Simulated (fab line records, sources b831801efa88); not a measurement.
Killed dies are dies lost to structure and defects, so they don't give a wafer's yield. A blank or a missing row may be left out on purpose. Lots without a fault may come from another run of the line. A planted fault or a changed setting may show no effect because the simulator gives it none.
One fault seen from 2 desks | flow gf180mcu | each desk has only its own numbers; what lay behind them comes last

THE METROLOGY DESK
What the gauges read, lot by lot, whatever tool the lot ran on: means of the sampled wafers that have a number. A lot is out of limits, marked OUT, if its mean lies more than 4 standard deviations from the usual mean; the brackets give that distance.
Columns: A = V5_CVD_02_THK at GF_V5_THK_MEAS_03, usual 1447 nm
lot  | first seen here | A
L479 | day 26 15:14    | 1449
L480 | day 27 00:43    | 1457
L482 | day 27 08:44    | 1441
L483 | day 27 18:59    | 1449
L484 | day 28 05:58    | 1456
L485 | day 28 10:40    | 1421
L486 | day 28 11:49    | 1448
L487 | day 29 00:42    | 1464
L489 | day 29 11:40    | 1272 (-9.7) OUT
L490 | day 29 21:56    | 1449
L491 | day 30 01:07    | 1292 (-8.6) OUT
L498 | day 31 20:28    | 1456
L499 | day 32 00:56    | 1436
L500 | day 32 04:47    | 1435
This desk's finding: out of limits on L489, L491; first on L489, day 29 11:40 (V5_CVD_02_THK at GF_V5_THK_MEAS_03). In limits: L479, L480, L482, L483, L484, L485, L486, L487, L490, L498, L499, L500.

THE TOOL OWNER'S DESK: pecvd-04
The tool's own readings at GF_V5_CVD_02 (deposits SiO2 from TEOS, target thk 1450 nm, time 163.28 s): means of the sampled wafers that have a number, for each lot that ran on this tool. A lot is out of limits, marked OUT, if its mean lies more than 4 standard deviations from the usual mean; the brackets give that distance.
Columns: A = heater_power_w at GF_V5_CVD_02, usual 614 W
lot  | first seen here | A
L483 | day 27 18:53    | 624
L487 | day 29 00:34    | 555
L489 | day 29 11:32    | 622
L491 | day 30 00:59    | 611
This desk's finding: nothing out of limits on any of the 4 lots.

PUT TOGETHER
The metrology desk could have raised an alarm at day 29 11:40, on L489, L491.
The tool owner's desk saw nothing out of limits.
The tool owner's desk has L489, L491 on record, within its limits.
Of the lots named, all ran GF_V5_CVD_02 on pecvd-04.

WHAT THE SIMULATOR HAD PUT IN
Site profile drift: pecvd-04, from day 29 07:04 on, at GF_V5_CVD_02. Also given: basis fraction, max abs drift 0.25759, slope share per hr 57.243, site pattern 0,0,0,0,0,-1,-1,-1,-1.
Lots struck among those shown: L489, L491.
Hours from the fault's start to each desk's first reading out of limits: the metrology desk, 5.
